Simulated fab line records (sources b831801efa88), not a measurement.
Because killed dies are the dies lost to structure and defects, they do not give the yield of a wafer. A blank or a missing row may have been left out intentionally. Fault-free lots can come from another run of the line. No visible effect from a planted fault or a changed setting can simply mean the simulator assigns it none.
Chamber matching / flow gf180mcu / 3 sister chambers for GF_V1_CVD_02 on pecvd-04
The step deposits SiO2 from TEOS, target thk 850 nm, time 94.851 s. 16 wafers are shown with their chamber, then 8 later ones without.

== WAFERS WITH THEIR CHAMBER ==
wafer=L074.1; chamber=1; heater_power_w (W)=643
wafer=L074.2; chamber=2; heater_power_w (W)=603
wafer=L074.3; chamber=0; heater_power_w (W)=696
wafer=L074.4; chamber=1; heater_power_w (W)=688
wafer=L074.5; chamber=0; heater_power_w (W)=717
wafer=L074.6; chamber=2; heater_power_w (W)=506
wafer=L077.1; chamber=2; heater_power_w (W)=630
wafer=L077.4; chamber=1; heater_power_w (W)=582
wafer=L077.5; chamber=0; heater_power_w (W)=690
wafer=L078.1; chamber=2; heater_power_w (W)=587
wafer=L078.4; chamber=2; heater_power_w (W)=635
wafer=L078.6; chamber=1; heater_power_w (W)=681
wafer=L087.1; chamber=2; heater_power_w (W)=583
wafer=L087.2; chamber=0; heater_power_w (W)=650
wafer=L087.3; chamber=1; heater_power_w (W)=564
wafer=L087.4; chamber=1; heater_power_w (W)=624

SIGNATURES (averages over the wafers above)
reading=heater_power_w; chamber 0=688.25; chamber 1=630.33; chamber 2=590.67; scatter within a chamber=44.8
Rule: a wafer lies at a distance from a chamber equal to the root of the sum of squares, over the readings, of (its reading less the chamber's mean, divided by the reading's scatter). If the next closest chamber is less than 2 further off than the closest, the wafer can't be placed; otherwise it belongs to the closest. The scatter: the root of (the sum of the squares of (reading less its chamber's mean) over the shown wafers, divided by (wafers less chambers)).

== WAFERS WHOSE CHAMBER IS MISSING ==
wafer=L087.5; heater_power_w (W)=621
wafer=L087.6; heater_power_w (W)=686
wafer=L088.1; heater_power_w (W)=618
wafer=L088.2; heater_power_w (W)=673
wafer=L088.3; heater_power_w (W)=558
wafer=L088.4; heater_power_w (W)=689
wafer=L088.5; heater_power_w (W)=648
wafer=L088.6; heater_power_w (W)=508

== WHICH CHAMBER EACH ONE RAN IN ==
wafer=L087.5; from the rows above=can't be placed: 1 or 2 or 0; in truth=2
wafer=L087.6; from the rows above=can't be placed: 0 or 1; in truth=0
wafer=L088.1; from the rows above=can't be placed: 1 or 2 or 0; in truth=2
wafer=L088.2; from the rows above=can't be placed: 0 or 1 or 2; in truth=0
wafer=L088.3; from the rows above=can't be placed: 2 or 1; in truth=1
wafer=L088.4; from the rows above=can't be placed: 0 or 1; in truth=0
wafer=L088.5; from the rows above=can't be placed: 1 or 0 or 2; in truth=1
wafer=L088.6; from the rows above=can't be placed: 2 or 1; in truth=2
0 of 8 placed correctly. Cannot be placed on the basis of these rows: 8; the candidates contain the true chamber in 8. 0 placed wrongly.
